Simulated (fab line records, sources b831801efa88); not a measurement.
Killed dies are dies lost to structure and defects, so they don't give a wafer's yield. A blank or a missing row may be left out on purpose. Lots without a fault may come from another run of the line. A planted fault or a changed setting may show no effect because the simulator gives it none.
Which tool did it? | flow gf180mcu | 11 lots, 33 wafers sampled, at 5 steps of a route of 602

WHAT THE GAUGES READ, wafer by wafer
GF_POLY_GATE_CD_MEAS_10: target cd 280 nm. Usual: cd_nm 280.0 nm, standard deviation 1.3.
lot  | measured     | on        | cd_nm (nm)        | flag
L327 | day 9 01:56  | cd_sem-01 | 280.4 279.3 279.9 |
L329 | day 9 18:59  | cd_sem-01 | 279.9 280.1 280.5 |
L332 | day 10 12:38 | cd_sem-02 | 278.6 279.4 280.7 |
L335 | day 11 06:29 | cd_sem-02 | 279.6 279.7 280.1 |
L336 | day 11 17:31 | cd_sem-01 | 277.6 278.8 280.2 |
L343 | day 14 11:11 | cd_sem-02 | 278.2 278.6 278.6 |
L344 | day 15 02:04 | cd_sem-01 | 277.7 278.4 278.6 |
L345 | day 15 03:52 | cd_sem-02 | 280.9 280.4 280.6 |
L347 | day 16 01:59 | cd_sem-02 | 282.2 280.8 279.8 |
L350 | day 16 11:43 | cd_sem-01 | 281.8 282.0 279.8 |
L348 | day 16 12:02 | cd_sem-02 | 277.5 280.2 278.9 |

GF_HV_LDD_OVL_MEAS_47. Usual: HV_LDD_03_OVL 0.2 nm, standard deviation 1.2.
lot  | measured     | on         | HV_LDD_03_OVL (nm) | flag
L327 | day 12 06:19 | overlay-01 | 0.0 0.8 0.0        |
L329 | day 12 23:54 | overlay-02 | 0.2 2.3 0.0        |
L332 | day 13 19:34 | overlay-02 | -0.7 -0.5 1.8      |
L335 | day 14 15:33 | overlay-01 | -0.5 2.4 1.4       |
L336 | day 15 03:01 | overlay-02 | 0.5 1.5 1.0        |
L343 | day 18 06:20 | overlay-02 | 1.8 0.0 1.2        |
L344 | day 19 02:32 | overlay-02 | 1.0 -0.5 1.2       |
L345 | day 19 02:33 | overlay-01 | -1.9 -0.9 -1.4     |
L347 | day 20 02:43 | overlay-01 | -1.4 1.4 0.3       |
L350 | day 20 13:18 | overlay-01 | 1.5 0.0 -0.3       |
L348 | day 20 13:36 | overlay-02 | -0.6 -0.8 -1.6     |

GF_CONTACT_RS_MEAS_25: measures by four-point-probe. Usual: CONTACT_W_RS 0.382 ohm/sq, standard deviation 0.0046.
lot  | measured     | on            | CONTACT_W_RS (ohm/sq)               | flag
L327 | day 15 23:26 | film_metro-02 | 0.378 0.380 0.381                   |
L329 | day 16 17:30 | film_metro-03 | 0.382 0.383 0.382                   |
L332 | day 17 15:46 | film_metro-02 | 0.389 0.383 0.374                   |
L335 | day 18 14:55 | film_metro-04 | 0.380 0.213 0.211 0.378 0.212 0.211 | OFF
L336 | day 19 03:07 | film_metro-04 | 0.210 0.382 0.209 0.209 0.383 0.209 | OFF
L343 | day 22 11:46 | film_metro-02 | 0.376 0.379 0.382                   |
L344 | day 23 05:17 | film_metro-04 | 0.381 0.377 0.385                   |
L345 | day 23 07:23 | film_metro-02 | 0.390 0.384 0.381                   |
L347 | day 24 05:05 | film_metro-03 | 0.384 0.390 0.378                   |
L350 | day 24 15:11 | film_metro-02 | 0.380 0.380 0.380                   |
L348 | day 24 16:28 | film_metro-04 | 0.377 0.382 0.384                   |

GF_CONTACT_THK_MEAS_26: measures by xrf. Usual: CONTACT_W_THK 306 nm, standard deviation 4.4.
lot  | measured     | on            | CONTACT_W_THK (nm)    | flag
L327 | day 15 23:32 | film_metro-02 | 309 308 309           |
L329 | day 16 17:37 | film_metro-03 | 305 303 304           |
L332 | day 17 15:53 | film_metro-02 | 301 303 311           |
L335 | day 18 21:07 | film_metro-04 | 309 563 565 311 565 - | OFF
L336 | day 19 08:06 | film_metro-04 | 567 307 - - 307 566   | OFF
L343 | day 22 11:53 | film_metro-02 | 313 308 308           |
L344 | day 23 05:25 | film_metro-04 | 309 312 308           |
L345 | day 23 07:29 | film_metro-02 | 300 304 308           |
L347 | day 24 05:12 | film_metro-03 | 300 296 305           |
L350 | day 24 15:18 | film_metro-02 | 308 307 309           |
L348 | day 24 16:34 | film_metro-04 | 312 308 305           |

WHICH TOOL RAN EACH LOT (tool, then ch and the chambers of the sampled wafers, then the start)
lot  | GF_CONTACT_CVD_24
L327 | cvd_w-01 ch 0, day 15 23:19
L329 | cvd_w-02 ch 0,1, day 16 17:24
L332 | cvd_w-01 ch 0,1, day 17 15:39
L335 | cvd_w-02 ch 0,1, day 18 14:49
L336 | cvd_w-02 ch 0,1, day 19 02:57
L343 | cvd_w-01 ch 0,1, day 22 11:39
L344 | cvd_w-02 ch 0,1, day 23 05:11
L345 | cvd_w-02 ch 0,1, day 23 07:16
L347 | cvd_w-02 ch 0,1, day 24 04:58
L350 | cvd_w-01 ch 0,1, day 24 15:05
L348 | cvd_w-02 ch 0,1, day 24 16:20
- GF_CONTACT_CVD_24: deposits W, target thk 300 nm, time 90.339 s.

WHAT THE TOOLS THEMSELVES READ (means of the sampled wafers that have a number; where no wafer has one, the mark that the record gives instead)
GF_CONTACT_CVD_24. Usual: heater_power_w 908 W, standard deviation 75.
lot  | tool     | heater_power_w (W) | flag
L327 | cvd_w-01 | 950                |
L329 | cvd_w-02 | 991                |
L332 | cvd_w-01 | 909                |
L335 | cvd_w-02 | 878                |
L336 | cvd_w-02 | 891                |
L343 | cvd_w-01 | 869                |
L344 | cvd_w-02 | 890                |
L345 | cvd_w-02 | 947                |
L347 | cvd_w-02 | 874                |
L350 | cvd_w-01 | 923                |
L348 | cvd_w-02 | 942                |

THE ANSWER, worked out from the rows above alone
Rule: a lot is off if the mean of its wafers that have a number lies more than 3 standard deviations from the usual mean. A lot without any number at a reading at which 4 lots or more have one is off too. The other lots that the step has rows for count as sound. The gauges are gone through in route order, then the tools' own readings, and for those a lot's mean is taken as printed above. The first step at which some lot is off is used, and at that step the reading that is off furthest; a lot without a number counts as furthest.
Off: L335, L336, at GF_CONTACT_RS_MEAS_25 (CONTACT_W_RS).
A tool fits if, at a process step before that reading, it ran every lot that is off, and no sound lot after the first of them. The gauges at GF_CONTACT_RS_MEAS_25 are tried like those tools. None of those tried fits.

WHAT THE SIMULATOR HAD PUT IN
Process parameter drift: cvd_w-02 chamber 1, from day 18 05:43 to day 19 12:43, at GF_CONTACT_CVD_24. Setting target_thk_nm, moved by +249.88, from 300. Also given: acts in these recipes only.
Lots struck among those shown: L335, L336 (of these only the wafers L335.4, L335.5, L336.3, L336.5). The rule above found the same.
